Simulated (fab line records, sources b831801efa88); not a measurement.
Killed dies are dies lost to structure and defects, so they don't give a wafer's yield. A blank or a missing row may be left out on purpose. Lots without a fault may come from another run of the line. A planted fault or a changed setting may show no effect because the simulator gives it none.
Chamber matching | flow sky130 | SKY_FIELD_ISO_CMP_27 on cmp-01: 4 sister chambers
The step polishes, stops on Si3N4, t overpolish 16 s, target thk 457.8 nm. 8 wafers are shown with their chamber, then 7 later ones without.

WAFERS WITH THEIR CHAMBER
wafer  | chamber | motor_current_A (A) | time_to_endpoint_s (s)
L439.2 | 2       | 11.3                | 109
L439.6 | 2       | 11.1                | 107
L440.3 | 3       | 12.7                | 114
L441.2 | 3       | 12.6                | 113
L441.5 | 1       | 9.8                 | 111
L441.6 | 0       | 12.7                | 110
L449.1 | 1       | 9.6                 | 113
L449.4 | 0       | 13.1                | 105

WAFERS WITHOUT THEIR CHAMBER
wafer  | motor_current_A (A) | time_to_endpoint_s (s)
L449.6 | 11.7                | 103
L455.1 | 13.6                | 111
L455.4 | 10.5                | 115
L455.6 | 9.4                 | 119
L457.1 | 11.4                | 112
L457.2 | 9.3                 | 122
L457.3 | 12.4                | 114

WHICH CHAMBER EACH WENT THROUGH
wafer  | from the rows above     | in truth
L449.6 | 2                       | 2
L455.1 | can't be placed: 0 or 3 | 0
L455.4 | can't be placed: 1 or 2 | 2
L455.6 | 1                       | 1
L457.1 | 2                       | 2
L457.2 | 1                       | 1
L457.3 | 3                       | 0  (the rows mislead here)
Placed correctly: 4 of 7. Can't be placed from these rows: 2 (the true chamber is among the candidates in 2). Placed wrongly: 1.
How it was worked out, from the rows above alone: a wafer's distance from a chamber is the root of the sum, over the readings, of the square of ((its reading less the chamber's mean) divided by the reading's scatter). The wafer belongs to the nearest chamber; if the next one is less than 2 further off, it can't be placed. A chamber's mean is the mean of its shown wafers. The scatter: the root of (the sum of the squares of (reading less its chamber's mean) over the shown wafers, divided by (wafers less chambers)).
